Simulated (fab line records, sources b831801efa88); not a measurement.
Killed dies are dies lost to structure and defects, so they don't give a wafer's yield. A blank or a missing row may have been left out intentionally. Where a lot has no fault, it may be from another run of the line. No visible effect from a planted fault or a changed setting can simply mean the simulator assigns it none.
A struck lot beside a sound one -- flow sky130 -- 29 out of 708 route steps
Sound: these wafers, L759.2, L759.3, L759.5. Struck: wafer L766.2 (left out: L766.3, L766.5 of the same lot, which were not struck); the cause appears at the end.
At each step with rows: each side's tool, then ch and its chambers, then its first start. Under that, the readings that differ: sound wafers -- struck wafers -- difference of the means -- sigmas: that difference in standard deviations of wafers without a fault.
alike: same words and numbers on both sides, and readings whose means sit less than 2 such deviations apart. not compared: any withheld reading, any reading some wafer has no value for, any bound like >300 that may hide the same value, and any number with overlapping values for which the record gives no deviation.
A row with sigmas, a row that says differs or no value, or rows on one side alone: a step with any of these is where the two part. Numbers that have no deviation but don't overlap get no sigmas and don't part them. Lack of a reading on every wafer of one side parts them only where that side has two or more wafers.

first, 6 steps without rows for these wafers: SKY_SD_N_IMPLANT_09; SKY_SD_N_IMPLANT_10; SKY_SD_N_STRIP_11 (strips in O2/N2); SKY_SD_N_CLEAN_13 (cleans in SC1/SC2, time 150 s); SKY_SD_N_RTA_14 (time 2 s); SKY_SALICIDE_CLEAN_00 (cleans in HF-last, time 30 s).
SKY_LI_CONTACT_HDPCVD_00: deposits PSG, target thk 930 nm, time 155 s.
  sound on hdpcvd-01 ch 0,1, day 30 06:38; struck on hdpcvd-01 ch 0,1, day 32 20:15
then, 21 steps without rows for these wafers: SKY_LI_CONTACT_CMP_02 (polishes PSG); SKY_LI_CONTACT_DEHYDRATE_04 (time 60 s); SKY_LI_CONTACT_HMDS_05 (prime time 60 s); SKY_LI_CONTACT_COAT_06 (resist thk 60 nm); SKY_LI_CONTACT_COAT_07 (resist thk 450 nm); SKY_LI_CONTACT_SOFTBAKE_08 (time 90 s); SKY_LI_CONTACT_EXPOSE_09 (exposes mask LICM1, target cd 170 nm); SKY_LI_CONTACT_PEB_10; SKY_LI_CONTACT_DEVELOP_11 (develop time 60 s); SKY_LI_CONTACT_ETCH_14 (etches BARC in N2/H2, stops on SiO2, time 45.9 s, target depth 60 nm); SKY_LI_CONTACT_ETCH_15 (etches PSG in C4F8/O2/Ar, stops on Si, target depth 600 nm); SKY_LI_CONTACT_STRIP_16 (strips in O2/N2); SKY_LI_CONTACT_CLEAN_17 (cleans in NMP, time 600 s); SKY_LI_CONTACT_PRE_CLEAN_18 (time 5.6 s); SKY_LI_CONTACT_SPUTTER_19 (material Ti, target thk 20 nm, time 106.37 s); SKY_LI_CONTACT_SPUTTER_20 (material TiN, target thk 20 nm, time 80 s); SKY_LI_CONTACT_CVD_21 (deposits W, target thk 400 nm, time 120.56 s); SKY_LI_CONTACT_CMP_24 (polishes, stops on PSG, t overpolish 20 s, target thk 0 nm); SKY_LOCAL_INTERCONNECT_SPUTTER_00 (material TiN, target thk 100 nm, time 83.3 s); SKY_LOCAL_INTERCONNECT_DEHYDRATE_03 (time 60 s); SKY_LOCAL_INTERCONNECT_HMDS_04 (prime time 60 s).
-- here the record skips 17 days between the struck wafers' starts before and after, leaving off in module LOCAL_INTERCONNECT and picking up in module PAD_OPEN (first step shown: number 708 of the route) --
SKY_PAD_OPEN_PROBE_99:
  only the struck wafers here have rows in the record (prober-02, day 49 10:37); the sound ones have none

WHERE THEY PART
Only at SKY_PAD_OPEN_PROBE_99, within this record.

WHY: the cause the simulator had injected
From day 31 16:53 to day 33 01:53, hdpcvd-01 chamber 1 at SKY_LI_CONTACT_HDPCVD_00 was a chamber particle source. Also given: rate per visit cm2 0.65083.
